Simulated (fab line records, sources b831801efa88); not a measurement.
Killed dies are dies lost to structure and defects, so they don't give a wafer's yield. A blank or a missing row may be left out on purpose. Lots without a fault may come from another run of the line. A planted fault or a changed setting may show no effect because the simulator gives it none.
fab line records | flow gf180mcu
record lots=24 wafers=72 last_day=34
route steps=602 shown VT_IMPLANT@108 M2@368 V3@430 M4@458 V4@500 V5@561
lots that met no fault: from a run of the same line without faults
start_h: hours from the record's first day to the start of the lot's first wafer shown | wait_h: hours since the lot's step before | " the same as in the row above | L1.1+2: a row that stands for several wafers | - no value, or no start given | * or withheld: withheld | < > ~ a bound
route shown NAME@n: a module of which the file shows steps, and the number in the route of the first | usual: mean/standard deviation of fault-free wafers | same: alike in all rows | chamber/n: place in a boat | sites: the reading at each site | _std_site: their standard deviation | _edge_site: outer sites' mean less inner sites' | radius_mm: how far each site lies from the wafer's centre | mask NAME#n: copy n | behind: the tool/chamber that last shaped the wafer | hold: why the lot was held/for how many hours/how that ended | device: the transistor (n, p or np) that didn't switch | end of line: the same wafers' tests at the end of the route | a step without rows: its recipe alone | killed: dies lost to structure and defects at the first sort, not the wafer's yield | map: a wafer's dies, x killed, . not, _ none there
set.NAME: the setting as run; set.NAME@STEP: as run at that earlier step | model.NAME: the simulator's own value behind a step, which no gauge read
steps of the route over a sample of lots; a table a step, a row a wafer
services: from which hour (start_h, from the record's first day; less than 0 if before it) a tool's chamber was out of use, for how many hours, and why
## steps
# step GF_VT_IMPLANT_OVL_MEAS_18
# usual VT_IMPLANT_01_OVL=-0.8/1.2
# columns lot.wafer tool chamber start_h wait_h VT_IMPLANT_01_OVL[nm]
L074.1 overlay-01 - 124.64 0.1 -2.2
L074.2 " - " " -1.8
L074.6 " - " " -1.5
L075.3 overlay-02 - 129.95 0.1 -2.3
L075.5 " - " " -2.2
L075.6 " - " " -1.4
L076.2 overlay-01 - 137.75 0.1 -0.9
L076.3 " - " " -1.2
L076.5 " - " " -0.3
L077.3 overlay-02 - 146.60 0.1 1.4
L077.4 " - " " -0.7
L077.5 " - " " -0.7
L078.1 overlay-02 - 151.04 0.1 0.4
L078.3 " - " " -0.7
L078.6 " - " " 1.0
L079.1 overlay-01 - 157.89 0.1 -1.6
L079.3 " - " " -2.5
L079.4 " - " " -0.8
L080.1 overlay-01 - 164.59 0.1 -2.1
L080.2 " - " " -2.5
L080.3 " - " " -3.2
L081.1 overlay-01 - 174.69 0.1 0.0
L081.4 " - " " -0.7
L081.6 " - " " -1.5
L083.1 overlay-01 - 181.19 0.1 0.5
L083.5 " - " " -2.2
L083.6 " - " " -2.5
L082.2 overlay-01 - 182.44 0.1 -1.5
L082.5 " - " " -1.2
L082.6 " - " " -0.6
L084.1 overlay-01 - 197.24 0.1 -1.0
L084.5 " - " " -1.2
L084.6 " - " " 0.4
L085.1 overlay-01 - 204.39 0.1 0.0
L085.2 " - " " 0.2
L085.4 " - " " 1.9
L086.3 overlay-01 - 206.30 0.1 -3.9
L086.5 " - " " -2.3
L086.6 " - " " -2.3
L087.1 overlay-01 - 212.49 0.1 -0.2
L087.3 " - " " -0.6
L087.4 " - " " -0.7
L088.1 overlay-02 - 220.24 0.1 -1.9
L088.2 " - " " 1.2
L088.3 " - " " 0.0
L089.2 overlay-01 - 227.59 0.1 -1.4
L089.3 " - " " -0.2
L089.5 " - " " -2.5
L090.2 overlay-01 - 229.79 0.1 0.2
L090.3 " - " " -0.5
L090.5 " - " " 0.4
L091.2 overlay-02 - 234.54 0.1 -2.0
L091.4 " - " " -2.1
L091.5 " - " " -2.0
L092.2 overlay-01 - 240.54 0.1 1.0
L092.3 " - " " 1.3
L092.6 " - " " -1.0
L093.1 overlay-01 - 244.14 0.1 1.3
L093.3 " - " " 0.6
L093.4 " - " " -0.3
L094.1 overlay-01 - 259.73 0.1 0.9
L094.4 " - " " -1.1
L094.5 " - " " -1.3
L095.1 overlay-01 - 260.63 0.1 -1.2
L095.4 " - " " -0.1
L095.6 " - " " -0.2
L096.2 overlay-01 - 266.19 0.1 -1.5
L096.4 " - " " -0.2
L096.5 " - " " -1.0
L097.2 overlay-01 - 273.39 0.1 0.2
L097.4 " - " " 0.0
L097.5 " - " " 0.0
# step GF_M2_THK_MEAS_06
# recipe thk_meas_gauge=xrf reads=AlCu_of_M2_SPUTTER_02
# usual M2_ALCU_THK=457/5.1
# columns lot.wafer tool chamber start_h wait_h M2_ALCU_THK[nm]
L074.1 film_metro-01 - 409.37 0.1 455
L074.2 " - " " 458
L074.6 " - " " 454
L075.3 film_metro-02 - 417.65 0.1 454
L075.5 " - " " 455
L075.6 " - " " 454
L076.2 film_metro-03 - 425.19 0.1 449
L076.3 " - " " 453
L076.5 " - " " 452
L077.3 film_metro-02 - 437.67 0.1 456
L077.4 " - " " 457
L077.5 " - " " 455
L078.1 film_metro-03 - 446.26 0.1 453
L078.3 " - " " 455
L078.6 " - " " 452
L079.1 film_metro-03 - 459.83 0.1 456
L079.3 " - " " 449
L079.4 " - " " 453
L080.1 film_metro-01 - 468.00 0.1 446
L080.2 " - " " 449
L080.3 " - " " 461
L081.1 film_metro-02 - 480.24 0.1 458
L081.4 " - " " 458
L081.6 " - " " 464
L083.1 film_metro-02 - 491.10 0.1 462
L083.5 " - " " 458
L083.6 " - " " 455
L082.2 film_metro-03 - 496.90 0.1 455
L082.5 " - " " 447
L082.6 " - " " 458
L084.1 film_metro-01 - 514.64 0.1 463
L084.5 " - " " 462
L084.6 " - " " 461
L085.1 film_metro-03 - 525.18 0.1 456
L085.2 " - " " 454
L085.4 " - " " 460
L086.3 film_metro-01 - 528.57 0.1 471
L086.5 " - " " 466
L086.6 " - " " 463
L087.1 film_metro-01 - 536.39 0.1 459
L087.3 " - " " 455
L087.4 " - " " 463
L088.1 film_metro-01 - 544.81 0.1 461
L088.2 " - " " 455
L088.3 " - " " 457
L089.2 film_metro-02 - 555.97 0.1 453
L089.3 " - " " 453
L089.5 " - " " 461
L090.2 film_metro-01 - 559.87 0.1 455
L090.3 " - " " 461
L090.5 " - " " 460
L091.2 film_metro-02 - 561.47 0.1 451
L091.4 " - " " 456
L091.5 " - " " 454
L092.2 film_metro-02 - 571.30 0.1 450
L092.3 " - " " 455
L092.6 " - " " 450
L093.1 film_metro-03 - 573.73 0.1 454
L093.3 " - " " 455
L093.4 " - " " 456
L094.1 film_metro-01 - 590.44 0.1 467
L094.4 " - " " 474
L094.5 " - " " 469
L095.1 film_metro-03 - 591.42 0.1 454
L095.4 " - " " 453
L095.6 " - " " 455
L096.2 film_metro-03 - 596.97 0.1 462
L096.4 " - " " 461
L096.5 " - " " 454
L097.2 film_metro-01 - 605.42 0.1 463
L097.4 " - " " 453
L097.5 " - " " 466
# step GF_V3_THK_MEAS_01
# recipe reads=SiO2_of_V3_CVD_00
# usual V3_CVD_00_THK=571/6.3
# columns lot.wafer tool chamber start_h wait_h V3_CVD_00_THK[nm]
L074.1 film_metro-02 - 485.99 0.0 577
L074.2 " - " " 571
L074.6 " - " " 578
L075.3 film_metro-02 - 494.34 0.1 562
L075.5 " - " " 574
L075.6 " - " " 576
L076.2 film_metro-02 - 501.00 0.0 567
L076.3 " - " " 580
L076.5 " - " " 583
L077.3 film_metro-04 - 513.21 0.1 569
L077.4 " - " " 568
L077.5 " - " " 580
L078.1 film_metro-01 - 522.25 0.0 575
L078.3 " - " " 579
L078.6 " - " " 572
L079.1 film_metro-04 - 534.07 0.0 584
L079.3 " - " " 567
L079.4 " - " " 584
L080.1 film_metro-04 - 543.01 0.0 573
L080.2 " - " " 583
L080.3 " - " " 572
L081.1 film_metro-01 - 554.32 0.0 577
L081.4 " - " " 563
L081.6 " - " " 578
L083.1 film_metro-04 - 563.99 0.0 566
L083.5 " - " " 571
L083.6 " - " " 581
L082.2 film_metro-02 - 568.42 0.0 570
L082.5 " - " " 572
L082.6 " - " " 577
L084.1 film_metro-04 - 586.30 0.0 573
L084.5 " - " " 582
L084.6 " - " " 572
L085.1 film_metro-01 - 596.30 0.0 567
L085.2 " - " " 571
L085.4 " - " " 572
L086.3 film_metro-02 - 597.27 0.1 561
L086.5 " - " " 568
L086.6 " - " " 568
L087.1 film_metro-02 - 605.49 0.0 567
L087.3 " - " " 563
L087.4 " - " " 568
L088.1 film_metro-02 - 613.51 0.0 582
L088.2 " - " " 572
L088.3 " - " " 573
L089.2 film_metro-02 - 623.07 0.0 569
L089.3 " - " " 575
L089.5 " - " " 573
L090.2 film_metro-04 - 628.62 0.0 577
L090.3 " - " " 572
L090.5 " - " " 579
L091.2 film_metro-04 - 629.16 0.0 560
L091.4 " - " " 569
L091.5 " - " " 561
L092.2 film_metro-02 - 638.12 0.0 573
L092.3 " - " " 567
L092.6 " - " " 565
L093.1 film_metro-02 - 640.68 0.0 565
L093.3 " - " " 573
L093.4 " - " " 558
L094.1 film_metro-01 - 655.05 0.0 568
L094.4 " - " " 567
L094.5 " - " " 557
L095.1 film_metro-02 - 656.56 0.0 567
L095.4 " - " " 575
L095.6 " - " " 567
L096.2 film_metro-04 - 661.51 0.0 570
L096.4 " - " " 567
L096.5 " - " " 568
L097.2 film_metro-02 - 669.16 0.0 572
L097.4 " - " " 561
L097.5 " - " " 571
# step GF_M4_SPUTTER_02
# recipe material=AlCu target_thk_nm=450 power_w=10600 time_s=23.9 chamber_pressure_pa=0.4
# usual throttle_valve_pct=30.3/1
# columns lot.wafer tool chamber start_h wait_h throttle_valve_pct
L074.1 pvd_sputter-02 - 511.85 0.0 30.8
L074.2 " - " " 31.2
L074.6 " - " " 31.1
L075.3 pvd_sputter-01 - 519.83 0.0 29.6
L075.5 " - " " 31.3
L075.6 " - " " 29.8
L076.2 pvd_sputter-04 - 526.40 0.0 29.4
L076.3 " - " " 28.4
L076.5 " - " " 30.2
L077.3 pvd_sputter-02 - 538.59 0.0 31.3
L077.4 " - " " 31.5
L077.5 " - " " 31.0
L078.1 pvd_sputter-04 - 547.92 0.0 30.2
L078.3 " - " " 28.6
L078.6 " - " " 31.1
L079.1 pvd_sputter-04 - 558.40 0.0 31.2
L079.3 " - " " 30.5
L079.4 " - " " 29.5
L080.1 pvd_sputter-04 - 567.33 0.0 30.3
L080.2 " - " " 29.6
L080.3 " - " " 31.1
L081.1 pvd_sputter-04 - 578.22 0.0 30.3
L081.4 " - " " 30.7
L081.6 " - " " 28.4
L083.1 pvd_sputter-02 - 587.92 0.0 31.5
L083.5 " - " " 31.7
L083.6 " - " " 30.7
L082.2 pvd_sputter-02 - 592.32 0.0 31.0
L082.5 " - " " 31.1
L082.6 " - " " 29.4
L084.1 pvd_sputter-01 - 608.95 0.0 31.6
L084.5 " - " " 31.3
L084.6 " - " " 29.4
L085.1 pvd_sputter-02 - 619.04 0.0 31.2
L085.2 " - " " 29.2
L085.4 " - " " 29.2
L086.3 pvd_sputter-04 - 620.72 0.0 31.1
L086.5 " - " " 31.0
L086.6 " - " " 29.6
L087.1 pvd_sputter-04 - 629.22 0.0 29.6
L087.3 " - " " 28.7
L087.4 " - " " 30.3
L088.1 pvd_sputter-02 - 636.53 0.0 29.3
L088.2 " - " " 31.1
L088.3 " - " " 30.8
L089.2 pvd_sputter-04 - 645.87 0.0 31.0
L089.3 " - " " 28.6
L089.5 " - " " 29.3
L090.2 pvd_sputter-01 - 650.45 0.0 31.5
L090.3 " - " " 29.0
L090.5 " - " " 31.3
L091.2 pvd_sputter-04 - 651.36 0.0 29.5
L091.4 " - " " 31.0
L091.5 " - " " 29.4
L092.2 pvd_sputter-01 - 659.96 0.0 29.5
L092.3 " - " " 31.4
L092.6 " - " " 28.9
L093.1 pvd_sputter-01 - 662.53 0.0 31.3
L093.3 " - " " 29.1
L093.4 " - " " 29.4
L094.1 pvd_sputter-01 - 676.45 0.0 31.4
L094.4 " - " " 31.4
L094.5 " - " " 28.8
L095.1 pvd_sputter-02 - 678.14 0.0 30.5
L095.4 " - " " 31.0
L095.6 " - " " 31.0
L096.2 pvd_sputter-04 - 682.68 0.0 28.5
L096.4 " - " " 31.1
L096.5 " - " " 30.5
L097.2 pvd_sputter-01 - 689.27 0.0 29.4
L097.4 " - " " 29.1
L097.5 " - " " 31.6
# step GF_V4_RS_MEAS_24
# recipe thk_meas_gauge=four-point-probe reads=W_of_V4_CVD_23+TiN_of_V4_SPUTTER_22+Ti_of_V4_SPUTTER_21
# usual V4_W_RS=0.3266/0.0029
# columns lot.wafer tool chamber start_h wait_h V4_W_RS[ohm/sq]
L074.1 film_metro-03 - 560.66 0.1 0.3301
L074.2 " - " " 0.3230
L074.6 " - " " 0.3282
L075.3 film_metro-04 - 567.49 0.1 0.3288
L075.5 " - " " 0.3269
L075.6 " - " " 0.3219
L076.2 film_metro-04 - 573.92 0.1 0.3250
L076.3 " - " " 0.3229
L076.5 " - " " 0.3248
L077.3 film_metro-03 - 586.10 0.1 0.3278
L077.4 " - " " 0.3265
L077.5 " - " " 0.3245
L078.1 film_metro-01 - 593.61 0.1 0.3232
L078.3 " - " " 0.3248
L078.6 " - " " 0.3222
L079.1 film_metro-04 - 603.39 0.1 0.3301
L079.3 " - " " 0.3284
L079.4 " - " " 0.3271
L080.1 film_metro-03 - 612.09 0.1 0.3243
L080.2 " - " " 0.3312
L080.3 " - " " 0.3244
L081.1 film_metro-04 - 622.11 0.1 0.3288
L081.4 " - " " 0.3292
L081.6 " - " " 0.3275
L083.1 film_metro-01 - 632.29 0.1 0.3251
L083.5 " - " " 0.3300
L083.6 " - " " 0.3236
L082.2 film_metro-01 - 637.13 0.1 0.3258
L082.5 " - " " 0.3293
L082.6 " - " " 0.3302
L084.1 film_metro-04 - 652.55 0.1 0.3291
L084.5 " - " " 0.3262
L084.6 " - " " 0.3335
L085.1 film_metro-03 - 661.54 0.1 0.3262
L085.2 " - " " 0.3242
L085.4 " - " " 0.3236
L086.3 film_metro-01 - 662.85 0.1 0.3284
L086.5 " - " " 0.3268
L086.6 " - " " 0.3258
L087.1 film_metro-04 - 670.76 0.1 0.3295
L087.3 " - " " 0.3241
L087.4 " - " " 0.3322
L088.1 film_metro-03 - 678.14 0.1 0.3209
L088.2 " - " " 0.3274
L088.3 " - " " 0.3208
L089.2 film_metro-04 - 686.43 0.1 0.3232
L089.3 " - " " 0.3277
L089.5 " - " " 0.3265
L090.2 film_metro-03 - 690.96 0.1 0.3288
L090.3 " - " " 0.3226
L090.5 " - " " 0.3291
L091.2 film_metro-01 - 691.31 0.1 0.3219
L091.4 " - " " 0.3274
L091.5 " - " " 0.3249
L092.2 film_metro-03 - 700.85 0.1 0.3231
L092.3 " - " " 0.3279
L092.6 " - " " 0.3266
L093.1 film_metro-01 - 702.81 0.1 0.3238
L093.3 " - " " 0.3270
L093.4 " - " " 0.3284
L094.1 film_metro-04 - 715.31 0.1 0.3263
L094.4 " - " " 0.3251
L094.5 " - " " 0.3282
L095.1 film_metro-03 - 717.54 0.1 0.3221
L095.4 " - " " 0.3226
L095.6 " - " " 0.3212
L096.2 film_metro-03 - 721.79 0.1 0.3242
L096.4 " - " " 0.3283
L096.5 " - " " 0.3255
L097.2 film_metro-01 - 727.78 0.1 0.3324
L097.4 " - " " 0.3300
L097.5 " - " " 0.3264
# step GF_V5_SPUTTER_21
# recipe material=Ti target_thk_nm=15 chamber_pressure_pa=5 power_w=2500 substrate_temp_c=200 time_s=80.02
# usual throttle_valve_pct=30.2/0.92
# columns lot.wafer tool chamber start_h wait_h throttle_valve_pct
L074.1 pvd_sputter-03 - 628.45 0.0 29.4
L074.2 " - " " 29.2
L074.6 " - " " 29.5
L075.3 pvd_sputter-01 - 634.15 0.0 28.7
L075.5 " - " " 31.4
L075.6 " - " " 29.4
L076.2 pvd_sputter-01 - 639.46 0.0 31.5
L076.3 " - " " 29.1
L076.5 " - " " 29.7
L077.3 pvd_sputter-01 - 652.14 0.0 29.6
L077.4 " - " " 28.9
L077.5 " - " " 29.7
L078.1 pvd_sputter-01 - 658.42 0.0 31.3
L078.3 " - " " 28.8
L078.6 " - " " 29.5
L079.1 pvd_sputter-03 - 667.07 0.0 29.5
L079.3 " - " " 29.6
L079.4 " - " " 30.1
L080.1 pvd_sputter-02 - 675.86 0.0 31.3
L080.2 " - " " 31.0
L080.3 " - " " 29.4
L081.1 pvd_sputter-01 - 685.50 0.0 28.8
L081.4 " - " " 31.5
L081.6 " - " " 31.4
L083.1 pvd_sputter-01 - 692.62 0.0 29.3
L083.5 " - " " 28.9
L083.6 " - " " 31.0
L082.2 pvd_sputter-03 - 698.01 0.0 29.2
L082.5 " - " " 30.5
L082.6 " - " " 29.5
L084.1 pvd_sputter-03 - 711.58 0.0 30.5
L084.5 " - " " 29.0
L084.6 " - " " 30.5
L085.1 pvd_sputter-02 - 721.35 0.0 31.3
L085.2 " - " " 30.9
L085.4 " - " " 31.7
L086.3 pvd_sputter-03 - 721.44 0.0 30.4
L086.5 " - " " 29.9
L086.6 " - " " 29.5
L087.1 pvd_sputter-01 - 729.57 0.0 31.6
L087.3 " - " " 31.3
L087.4 " - " " 29.0
L088.1 pvd_sputter-03 - 735.75 0.0 29.3
L088.2 " - " " 29.3
L088.3 " - " " 30.6
L089.2 pvd_sputter-03 - 743.62 0.0 30.5
L089.3 " - " " 29.4
L089.5 " - " " 30.8
L090.2 pvd_sputter-03 - 747.47 0.0 29.2
L090.3 " - " " 30.4
L090.5 " - " " 29.9
L091.2 pvd_sputter-03 - 748.57 0.0 30.3
L091.4 " - " " 29.4
L091.5 " - " " 30.5
L092.2 pvd_sputter-01 - 757.18 0.0 31.5
L092.3 " - " " 29.6
L092.6 " - " " 31.4
L093.1 pvd_sputter-01 - 758.92 0.0 28.9
L093.3 " - " " 31.4
L093.4 " - " " 29.4
L094.1 pvd_sputter-03 - 770.44 0.0 29.3
L094.4 " - " " 30.2
L094.5 " - " " 29.0
L095.1 pvd_sputter-01 - 772.20 0.0 31.3
L095.4 " - " " 28.8
L095.6 " - " " 29.5
L096.2 pvd_sputter-01 - 776.14 0.0 31.3
L096.4 " - " " 31.3
L096.5 " - " " 31.7
L097.2 pvd_sputter-02 - 780.52 0.0 31.2
L097.4 " - " " 30.8
L097.5 " - " " 29.5
## services
# columns tool chamber start_h hours kind
pvd_sputter-02 - 527.22 1.4 repair
pvd_sputter-01 - 532.44 1.1 repair
pvd_sputter-03 2 558.60 - consumable_replace:kit
pvd_sputter-03 2 558.60 18.0 scheduled_down
pvd_sputter-03 2 558.60 18.0 vent_cycle
pvd_sputter-04 2 587.26 - consumable_replace:kit
pvd_sputter-04 2 587.26 18.0 scheduled_down
pvd_sputter-04 2 587.26 18.0 vent_cycle
pvd_sputter-02 3 606.66 - consumable_replace:kit
pvd_sputter-02 3 606.66 18.0 scheduled_down
pvd_sputter-02 3 606.66 18.0 vent_cycle
pvd_sputter-02 2 704.90 - consumable_replace:kit
pvd_sputter-02 2 704.90 18.0 scheduled_down
pvd_sputter-02 2 704.90 18.0 vent_cycle
pvd_sputter-01 3 710.87 - consumable_replace:kit
pvd_sputter-01 3 710.87 18.0 scheduled_down
pvd_sputter-01 3 710.87 18.0 vent_cycle
pvd_sputter-04 - 724.60 2.5 repair
pvd_sputter-03 1 729.15 - consumable_replace:kit
pvd_sputter-03 1 729.15 18.0 scheduled_down
pvd_sputter-03 1 729.15 18.0 vent_cycle
pvd_sputter-04 1 736.35 - consumable_replace:kit
pvd_sputter-03 - 756.80 5.7 repair
pvd_sputter-03 - 771.82 1.4 repair
## key
fault none
